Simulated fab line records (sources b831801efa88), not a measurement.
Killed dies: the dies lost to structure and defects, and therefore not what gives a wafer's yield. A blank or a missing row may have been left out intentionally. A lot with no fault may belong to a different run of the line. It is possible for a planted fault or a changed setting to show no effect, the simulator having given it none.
The tool behind it: which one?	flow sky130	12 lots with 34 wafers sampled at 5 steps, on a route of 708 steps

== WHAT THE GAUGES SHOWED, per wafer ==
SKY_VIA1_CD_MEAS_12: the cd target is 150 nm.
lot	measured	on	cd_nm (nm)
L321	day 34 04:13	cd_sem-02	151.0 150.1 151.8
L322	day 34 09:32	cd_sem-02	149.3 149.6 149.0
L326	day 35 17:05	cd_sem-01	148.7 148.5 148.2
L327	day 36 07:50	cd_sem-02	149.5 151.9
L330	day 37 08:06	cd_sem-02	150.9 151.5
L336	day 39 08:02	cd_sem-01	152.7 154.6 153.7
L337	day 39 08:52	cd_sem-02	148.5 149.7 150.1
L338	day 39 15:52	cd_sem-02	148.1 147.6 148.9
L339	day 39 21:54	cd_sem-01	150.1 148.5 147.8
L341	day 41 00:28	cd_sem-01	149.9 151.7 150.4
L342	day 41 08:01	cd_sem-01	148.4 149.3 148.9
L344	day 41 18:37	cd_sem-02	150.5 152.4 152.3

SKY_CAPM_THK_MEAS_04: measures by xrf.
lot	measured	on	CAPM_TIN_THK (nm)
L321	day 36 15:47	film_metro-03	204.4 203.2 203.8
L322	day 36 20:25	film_metro-04	202.4 205.1 200.9
L326	day 38 03:07	film_metro-04	204.7 206.5 206.9
L327	day 38 18:43	film_metro-03	199.8
L330	day 39 17:45	film_metro-04	199.4
L336	day 41 14:59	film_metro-01	203.7 203.0 204.2
L337	day 41 15:28	film_metro-03	199.5 205.1 200.8
L338	day 41 22:35	film_metro-03	203.9 202.9 201.9
L339	day 42 04:38	film_metro-01	203.6 203.8 205.3
L341	day 43 05:21	film_metro-03	204.9 204.4 203.5
L342	day 43 13:21	film_metro-03	203.8 206.0 205.7
L344	day 43 21:56	film_metro-03	201.2 202.0 203.8

== EACH LOT AND THE TOOL THAT RAN IT (in order: tool; ch and the chambers of the sampled wafers; start) ==
lot	SKY_VIA2_ETCH_15	SKY_VIA2_STRIP_16	SKY_CAPM_SPUTTER_02
L321	rie_diel-04 ch 2,3, day 36 13:58	plasma_asher-03 ch 0,1, day 36 14:01	pvd_sputter-02, day 36 15:34
L322	rie_diel-01 ch 0,1,3, day 36 18:37	plasma_asher-03 ch 0,1, day 36 18:41	pvd_sputter-02, day 36 20:11
L326	rie_diel-02 ch 1,2,3, day 38 01:19	plasma_asher-04 ch 0,1, day 38 01:22	pvd_sputter-04, day 38 02:52
L327	rie_diel-04 ch 0,1, day 38 16:55	plasma_asher-04 ch 1, day 38 16:59	pvd_sputter-03, day 38 18:29
L330	rie_diel-04 ch 0,2, day 39 15:55	plasma_asher-02 ch 1, day 39 16:01	pvd_sputter-03, day 39 17:32
L336	rie_diel-02 ch 0,2, day 41 13:10	plasma_asher-02 ch 1, day 41 13:14	pvd_sputter-02, day 41 14:45
L337	rie_diel-01 ch 0,1,2, day 41 13:40	plasma_asher-04 ch 0,1, day 41 13:43	pvd_sputter-04, day 41 15:14
L338	rie_diel-04 ch 0,1,3, day 41 20:40	plasma_asher-04 ch 0,1, day 41 20:44	pvd_sputter-02, day 41 22:21
L339	rie_diel-04 ch 0,1,2, day 42 02:46	plasma_asher-03 ch 0,1, day 42 02:52	pvd_sputter-03, day 42 04:23
L341	rie_diel-02 ch 1,3, day 43 03:34	plasma_asher-03 ch 0,1, day 43 03:37	pvd_sputter-02, day 43 05:07
L342	rie_diel-04 ch 1,2,3, day 43 11:34	plasma_asher-04 ch 0,1, day 43 11:37	pvd_sputter-03, day 43 13:07
L344	rie_diel-04 ch 0,2,3, day 43 20:09	plasma_asher-04 ch 0,1, day 43 20:13	pvd_sputter-02, day 43 21:41
- SKY_VIA2_ETCH_15: etches SiO2 in C4F8/O2/Ar, stops on TiN, target depth 546 nm, time 84 s.
- SKY_VIA2_STRIP_16: strips in O2/N2.
- SKY_CAPM_SPUTTER_02: material TiN, target thk 200 nm, time 166.7 s.

== AS READ BY THE TOOLS THEMSELVES (means over the sampled wafers that have a number; for cases with no such wafer, the mark the record gives instead) ==
SKY_VIA2_ETCH_15.
lot	tool	oes_product_au (a.u.)	run_length_s (s)
L321	rie_diel-04	0.939	112.5
L322	rie_diel-01	0.942	112.1
L326	rie_diel-02	0.945	112.2
L327	rie_diel-04	0.971	99.6
L330	rie_diel-04	0.972	99.3
L336	rie_diel-02	0.935	112.3
L337	rie_diel-01	0.938	112.5
L338	rie_diel-04	0.939	112.3
L339	rie_diel-04	0.942	112.4
L341	rie_diel-02	0.941	111.9
L342	rie_diel-04	0.941	112.6
L344	rie_diel-04	0.940	112.6

SKY_VIA2_STRIP_16.
lot	tool	drypump_motor_current_A (A)	n2_flow_sccm (sccm)	oes_product_au (a.u.)	strip_time_to_endpoint_s (s)
L321	plasma_asher-03	5.26	300.5	0.399	4.031
L322	plasma_asher-03	5.32	299.4	0.398	4.070
L326	plasma_asher-04	5.01	299.7	0.403	4.035
L327	plasma_asher-04	5.21	300.7	0.405	4.204
L330	plasma_asher-02	5.37	301.2	0.408	4.214
L336	plasma_asher-02	5.39	299.7	0.400	4.054
L337	plasma_asher-04	5.11	300.5	0.398	4.045
L338	plasma_asher-04	5.09	299.8	0.397	4.027
L339	plasma_asher-03	5.25	299.8	0.398	4.053
L341	plasma_asher-03	5.25	299.2	0.398	4.042
L342	plasma_asher-04	5.01	300.7	0.399	4.054
L344	plasma_asher-04	5.02	299.8	0.399	4.064

SKY_CAPM_SPUTTER_02.
lot	tool	throttle_valve_pct (%)
L321	pvd_sputter-02	29.4
L322	pvd_sputter-02	28.4
L326	pvd_sputter-04	29.6
L327	pvd_sputter-03	30.3
L330	pvd_sputter-03	30.3
L336	pvd_sputter-02	28.9
L337	pvd_sputter-04	29.6
L338	pvd_sputter-02	28.4
L339	pvd_sputter-03	30.5
L341	pvd_sputter-02	29.3
L342	pvd_sputter-03	30.1
L344	pvd_sputter-02	30.1

== THE ANSWER, worked out from the rows above alone ==
Rule: the usual values come from the lots themselves. The widest of any qualifying gaps counts: lots, ordered by their means at a reading, are off when they make up no more than a third of the lots, leave a main group of 4 or more, and stand apart from it by 3 or more times the standard deviation of that group's means. The tables above print the reading to a certain number of digits; a main group whose means all agree to those digits is not used. A lot without any number at a reading at which 4 lots or more have one is off too. The other lots that the step has rows for count as sound. Order of review: gauges by route order, followed by the tools' own readings, for which a lot's mean as printed above is used. The first step at which some lot is off is used, and at that step the reading that is off furthest; a lot without a number counts as furthest.
Off at SKY_VIA2_ETCH_15 (run_length_s): L327, L330. For the main group the mean is 112.3 s and the standard deviation 0.22.
If a tool, at that step or one of the process steps before it, ran each lot that is off and ran no sound lot following the first of them, it fits. No candidate that was tried fits.

== WHAT WAS PUT IN BY THE SIMULATOR ==
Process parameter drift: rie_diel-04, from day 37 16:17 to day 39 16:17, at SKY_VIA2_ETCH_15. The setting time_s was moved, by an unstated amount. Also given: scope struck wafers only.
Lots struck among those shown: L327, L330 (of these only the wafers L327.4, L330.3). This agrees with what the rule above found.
